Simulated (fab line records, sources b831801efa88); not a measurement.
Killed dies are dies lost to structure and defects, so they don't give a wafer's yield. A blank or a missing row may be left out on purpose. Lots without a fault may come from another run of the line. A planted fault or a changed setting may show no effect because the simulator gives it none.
A struck lot beside a sound one | flow sfq_line | 42 steps out of a route of 325
Sound: wafers L487.2, L487.4, L487.6. Struck: wafers L500.1, L500.2, L500.4. The cause comes at the end.
At each step with rows: each side's tool, then ch and its chambers, then its first start. Under that, the readings that differ: sound wafers | struck wafers | difference of the means | sigmas: that difference in standard deviations of wafers without a fault.
alike: readings whose means differ by less than 2 such deviations, and words and numbers that are the same on both sides. not compared: withheld readings, readings that some wafer has no value for, bounds like >300 that may hide the same value, and numbers for which the record gives no deviation and whose values overlap.
The two part at a step that has a row with sigmas, a row that says differs or no value, or rows on one side only. Numbers that don't overlap but have no deviation are shown without sigmas and don't part them. A reading that every wafer of one side lacks parts them only if that side has two wafers or more.

first, 6 steps without rows for these wafers: SFQ_TRILAYER_M4_LITHO_COAT_098 (resist thk 62 nm); SFQ_TRILAYER_M4_LITHO_COAT_093 (resist thk 600 nm); SFQ_TRILAYER_M4_LITHO_SOFTBAKE_097; SFQ_TRILAYER_M4_LITHO_EXPOSE_094 (exposes mask M4, target cd 500 nm); SFQ_TRILAYER_M4_LITHO_PEB_096 (peb time 60 s); SFQ_TRILAYER_M4_LITHO_DEVELOP_095 (time 60 s).
SFQ_M4_OVL_MEAS_926:
  sound on overlay-02, day 35 01:31; struck on overlay-01, day 38 01:01
  alike: M4_OVL
then, 1 step without rows for these wafers: SFQ_TRILAYER_M4_BARC_OPEN_METAL_ETCH_123 (etches BARC in O2, target depth 125 nm, time 41.7 s).
SFQ_TRILAYER_M4_ETCH_METAL_ETCH_096: etches Nb in Cl2/Ar, stops on SiO2, target depth 240 nm, time 120 s.
  sound on rie_metal-02 ch 0,1, day 35 01:36; struck on rie_metal-01 ch 0,1, day 38 01:07
  alike: drypump_motor_current_A, he_backside_leak_sccm, oes_product_au
  not compared: rf_hours_counter_h
SFQ_TRILAYER_M4_STRIP_STRIP_097: strips in O2.
  sound on rie_metal-02 ch 0,1, day 35 01:43; struck on rie_metal-01 ch 0,1, day 38 01:14
  alike: drypump_motor_current_A, he_backside_leak_sccm, oes_product_au
  not compared: rf_hours_counter_h
then, 2 steps without rows for these wafers: SFQ_TRILAYER_M4_STRIP_SOLV_CLEAN_098 (cleans in NMP, time 600 s); SFQ_TRILAYER_I4_DEP_PECVD_099 (deposits SiO2 from SiH4/N2O, time 111.11 s, target thk 500 nm).
-- the record jumps here: 2 days lie between the struck wafers' starts before and after --
SFQ_TRILAYER_I4_CMP_CMP_100: polishes SiO2.
  sound on cmp-02 ch 1,2,3, day 36 23:35; struck on cmp-02 ch 0,1,3, day 40 03:35
  reading                                             | sound             | struck          | difference | sigmas
  time_to_endpoint_s (s)                              | 213 209 224       | 230 228 249     | +20        | +2
  model.SiO2_of_TRILAYER_I4_DEP_PECVD_099.thk_nm (nm) | 200.9 198.5 200.8 | 179.3 181 181.3 | -19.5      |
  alike: motor_current_A
SFQ_I4_BOW_MEAS_927:
  sound on film_metro-04, day 37 02:36; struck on film_metro-01, day 40 06:35
  alike: I4_BOW
SFQ_TRILAYER_I4_METRO_MEASURE_101:
  sound on film_metro-04, day 37 02:54; struck on film_metro-01, day 40 06:42
  reading     | sound             | struck            | difference | sigmas
  thk_nm (nm) | 201.0 198.5 200.8 | 179.3 181.0 181.3 | -19.6      | -14
then, 6 steps without rows for these wafers: SFQ_TRILAYER_I4_VIA_LITHO_COAT_108 (resist thk 62 nm); SFQ_TRILAYER_I4_VIA_LITHO_COAT_103 (resist thk 650 nm); SFQ_TRILAYER_I4_VIA_LITHO_SOFTBAKE_107; SFQ_TRILAYER_I4_VIA_LITHO_EXPOSE_104 (exposes mask I4, target cd 700 nm); SFQ_TRILAYER_I4_VIA_LITHO_PEB_106 (peb time 60 s); SFQ_TRILAYER_I4_VIA_LITHO_DEVELOP_105 (time 60 s).
-- the record jumps here: 5 days lie between the struck wafers' starts before and after --
SFQ_I4_OVL_MEAS_928:
  sound on overlay-01, day 40 21:47; struck on overlay-01, day 45 03:21
  alike: I4_OVL
then, 1 step without rows for these wafers: SFQ_TRILAYER_I4_VIA_BARC_OPEN_VIA_ETCH_146 (etches BARC in O2, target depth 125 nm, time 41.7 s).
SFQ_TRILAYER_I4_VIA_ETCH_VIA_ETCH_106: etches SiO2 in CHF3, stops on Nb, target depth 260 nm.
  sound on rie_diel-01 ch 1,3, day 40 21:51; struck on rie_diel-02 ch 0,1,2, day 45 03:25
  reading                        | sound             | struck            | difference | sigmas
  oes_product_au (a.u.)          | 0.856 0.854 0.855 | 0.802 0.812 0.812 | -0.046     | -9
  model.I4.feature_depth_nm (nm) | 200.9 198.5 200.8 | 179.3 181 181.3   | -19.5      |
  model.etch.depth_nm (nm)       | 200.9 198.5 200.8 | 179.3 181 181.3   | -19.5      |
  alike: drypump_motor_current_A
SFQ_TRILAYER_I4_VIA_STRIP_STRIP_107: strips in O2.
  sound on rie_metal-02 ch 0,1, day 40 21:58; struck on rie_metal-01 ch 0,1, day 45 03:32
  alike: drypump_motor_current_A, he_backside_leak_sccm, oes_product_au
  not compared: rf_hours_counter_h
then, 5 steps without rows for these wafers: SFQ_TRILAYER_I4_VIA_STRIP_SOLV_CLEAN_108 (cleans in NMP, time 600 s); SFQ_TRILAYER_JJ_TRILAYER_DEP_PRE_CLEAN_113 (time 22.5 s); SFQ_TRILAYER_JJ_TRILAYER_DEP_SPUTTER_109 (material Nb, target thk 150 nm, time 100 s); SFQ_TRILAYER_JJ_TRILAYER_DEP_SPUTTER_110 (material Al, target thk 8 nm, time 10 s); SFQ_TRILAYER_JJ_TRILAYER_DEP_AL_OXIDATION_111 (oxidation time 600 s).
SFQ_TRILAYER_JJ_TRILAYER_DEP_SPUTTER_112: material Nb, target thk 170 nm, time 113.3 s.
  sound on pvd_sputter-04, day 40 23:52; struck on pvd_sputter-06, day 45 05:26
  alike: chamber_pressure_pa, throttle_valve_pct
SFQ_JJ_RS_MEAS_929: measures by four-point-probe.
  sound on film_metro-01, day 40 23:58; struck on film_metro-01, day 45 05:31
  alike: JJ_NB_RS
then, 6 steps without rows for these wafers: SFQ_TRILAYER_JJ_CE_LITHO_COAT_119 (resist thk 62 nm); SFQ_TRILAYER_JJ_CE_LITHO_COAT_114 (resist thk 600 nm); SFQ_TRILAYER_JJ_CE_LITHO_SOFTBAKE_118; SFQ_TRILAYER_JJ_CE_LITHO_EXPOSE_115 (exposes mask J5, target cd 700 nm); SFQ_TRILAYER_JJ_CE_LITHO_PEB_117 (peb time 60 s); SFQ_TRILAYER_JJ_CE_LITHO_DEVELOP_116 (time 60 s).
SFQ_JJ_OVL_MEAS_931:
  sound on overlay-02, day 42 11:57; struck on overlay-01, day 46 10:26
  alike: J5_OVL
then, 1 step without rows for these wafers: SFQ_TRILAYER_JJ_CE_METRO_MEASURE_117.
SFQ_TRILAYER_JJ_CE_BARC_OPEN_RIE_150: chemistry O2, target BARC, target depth 240 nm, time 80 s.
  sound on rie_metal-02 ch 0,1, day 42 13:11; struck on rie_metal-02 ch 0,1, day 46 11:41
  alike: drypump_motor_current_A, he_backside_leak_sccm, oes_product_au
  not compared: rf_hours_counter_h
-- the record jumps here: 4 days lie between the struck wafers' starts before and after --
SFQ_TRILAYER_M5_ETCH_METAL_ETCH_126: etches Nb in Cl2/BCl3, stops on SiO2, time 203.2 s, target depth 265 nm.
  sound on rie_metal-03 ch 0,1, day 47 07:35; struck on rie_metal-04 ch 0,1, day 50 20:53
  reading                                             | sound             | struck            | difference | sigmas
  model.SiO2_of_TRILAYER_I4_DEP_PECVD_099.thk_nm (nm) | 181.1 178.9 180.9 | 159.1 161.1 161.6 | -19.7      |
  alike: drypump_motor_current_A, he_backside_leak_sccm, oes_product_au
  not compared: rf_hours_counter_h

WHERE THEY PART
First at SFQ_TRILAYER_I4_CMP_CMP_100; last, within this record, at SFQ_TRILAYER_I4_VIA_ETCH_VIA_ETCH_106. Later steps at which nothing parts them and some readings are alike: SFQ_TRILAYER_I4_VIA_STRIP_STRIP_107, SFQ_TRILAYER_JJ_TRILAYER_DEP_SPUTTER_112, SFQ_JJ_RS_MEAS_929, SFQ_JJ_OVL_MEAS_931, SFQ_TRILAYER_JJ_CE_BARC_OPEN_RIE_150, SFQ_TRILAYER_M5_ETCH_METAL_ETCH_126.

WHY: what the simulator had put in
Process parameter drift: cmp-02, from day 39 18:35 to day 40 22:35, at SFQ_TRILAYER_I4_CMP_CMP_100. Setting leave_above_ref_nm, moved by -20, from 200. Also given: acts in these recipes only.
